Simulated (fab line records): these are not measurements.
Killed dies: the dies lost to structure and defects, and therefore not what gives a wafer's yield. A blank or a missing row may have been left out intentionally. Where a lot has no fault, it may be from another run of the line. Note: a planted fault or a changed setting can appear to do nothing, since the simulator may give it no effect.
A lot that was struck, set against a sound lot || flow sky130 || 21 steps out of a route of 708
Sound: wafers L401.4, L401.5, L401.6. Struck: wafers L418.2, L418.3 (left out: L418.4, a lot-mate that was not struck); the cause follows at the end.
At each step with rows: each side's tool, then ch and its chambers, then its first start. Under that, the readings that differ: sound wafers || struck wafers || difference of the means || sigmas: that difference in standard deviations of wafers without a fault.
alike: same words and numbers on both sides, and readings whose means sit less than 2 such deviations apart. not compared: any withheld reading, any reading some wafer has no value for, any bound like >300 that may hide the same value, and any number with overlapping values for which the record gives no deviation.
Wherever a step has rows on one side only, a row that says differs or no value, or a row with sigmas, the two part there. Non-overlapping numbers with no deviation appear without sigmas and do not part them. A reading that every wafer of one side lacks parts them only if that side has two wafers or more.

first, 1 step without rows for these wafers: SKY_LDD_LDN_IMPLANT_11.
SKY_LDD_LDN_STRIP_12: strips in O2/N2.
  sound on plasma asher-01 ch 0,1, day 23 08:20; struck on plasma asher-01 ch 0,1, day 28 19:15
  alike: drypump motor current A, o2 flow sccm, oes product au, strip time to endpoint s
  not compared: rf hours counter h
SKY_LDD_LDN_TW_MEAS_13:
  sound on film metro-04 at day 23 08:26; struck on film metro-04 at day 28 19:22
  alike: LDD_LDN_TW
then, 2 steps without rows for these wafers: SKY_LDD_LDN_CLEAN_14 (cleans in SC1/SC2, time 150 s); SKY_SPACER_CVD_00 (deposits Si3N4 from DCS/NH3, target thk 43.1 nm, time 740 s).
SKY_SPACER_THK_MEAS_01:
  sound on film metro-01 at day 23 09:45; struck on film metro-04 at day 28 21:32
  alike: SPACER_CVD_00_THK
SKY_SPACER_ETCHBACK_02: etches Si3N4 in CH3F/O2, stops on SiO2, time 46.7 s, target depth 45 nm.
  sound on rie diel-02 ch 1,2, day 23 09:47; struck on rie diel-03 ch 1,3, day 28 21:35
  alike: drypump motor current A, oes product au, throttle valve pct
  not compared: rf hours counter h
then, 5 steps without rows for these wafers: SKY_POLY_CUT_DEHYDRATE_00 (time 60 s); SKY_POLY_CUT_HMDS_01 (prime time 60 s); SKY_POLY_CUT_COAT_02 (resist thk 60 nm); SKY_POLY_CUT_COAT_03 (resist thk 450 nm); SKY_POLY_CUT_SOFTBAKE_04 (time 90 s).
SKY_POLY_CUT_EXPOSE_05: exposes mask NPCM, target cd 270 nm.
  sound on krf scanner-02 ch 0, day 24 01:19; struck on krf scanner-01 ch 0, day 29 12:20
  alike: mask
then, 2 steps without rows for these wafers: SKY_POLY_CUT_PEB_06; SKY_POLY_CUT_DEVELOP_07 (develop time 60 s).
SKY_POLY_CUT_CD_MEAS_08: target cd 270 nm.
  sound on cd sem-01 at day 24 15:41; struck on cd sem-01 at day 30 01:51
{"reading": "cd nm (nm)", "sound": "270.3 269.1 270.4", "struck": "249.6 247.6", "difference": -21.3, "sigmas": -16}
SKY_POLY_CUT_OVL_MEAS_09:
  sound on overlay-02 at day 24 15:46; struck on overlay-02 at day 30 01:58
  alike: POLY_CUT_OVL
SKY_POLY_CUT_ETCH_10: etches BARC in N2/H2, stops on SiO2, time 45.9 s, target depth 60 nm.
  sound on rie diel-01 ch 0,1, day 24 15:47; struck on rie diel-04 ch 1,2, day 30 01:59
{"reading": "model.POLY_CUT.cd nm (nm)", "sound": "270.5 269.2 270.2", "struck": "248.9 248", "difference": -21.5, "sigmas": ""}
  alike: drypump motor current A, oes product au, throttle valve pct
  not compared: rf hours counter h
SKY_POLY_CUT_ETCH_11: etches Si3N4 in CF4/CH2F2/Ar, stops on poly-Si, time 42.5 s, target depth 60 nm.
  sound on rie diel-01 ch 0,1, day 24 15:50; struck on rie diel-04 ch 1,2, day 30 02:02
{"reading": "model.POLY_CUT.cd nm (nm)", "sound": "270.4 269.2 270.2", "struck": "248.8 248", "difference": -21.5, "sigmas": ""}
  alike: drypump motor current A, mfc ar sccm, oes product au, throttle valve pct
  not compared: rf hours counter h
SKY_POLY_CUT_STRIP_12: strips in O2/N2.
  sound on plasma asher-03 ch 0,1, day 24 15:54; struck on plasma asher-04 ch 0,1, day 30 02:04
  alike: drypump motor current A, o2 flow sccm, oes product au, strip time to endpoint s
  not compared: rf hours counter h
-- here the record skips 20 days between the struck wafers' starts before and after, leaving off in module POLY_CUT and picking up in module PAD_OPEN (first step shown: number 708 of the route) --
SKY_PAD_OPEN_PROBE_99:
  record: rows for the struck wafers here (prober-02, day 49 20:36), none for the sound ones

== WHERE THEY PART ==
Earliest at SKY_POLY_CUT_CD_MEAS_08; latest, in this record, at SKY_PAD_OPEN_PROBE_99.

WHY: the cause the simulator had injected
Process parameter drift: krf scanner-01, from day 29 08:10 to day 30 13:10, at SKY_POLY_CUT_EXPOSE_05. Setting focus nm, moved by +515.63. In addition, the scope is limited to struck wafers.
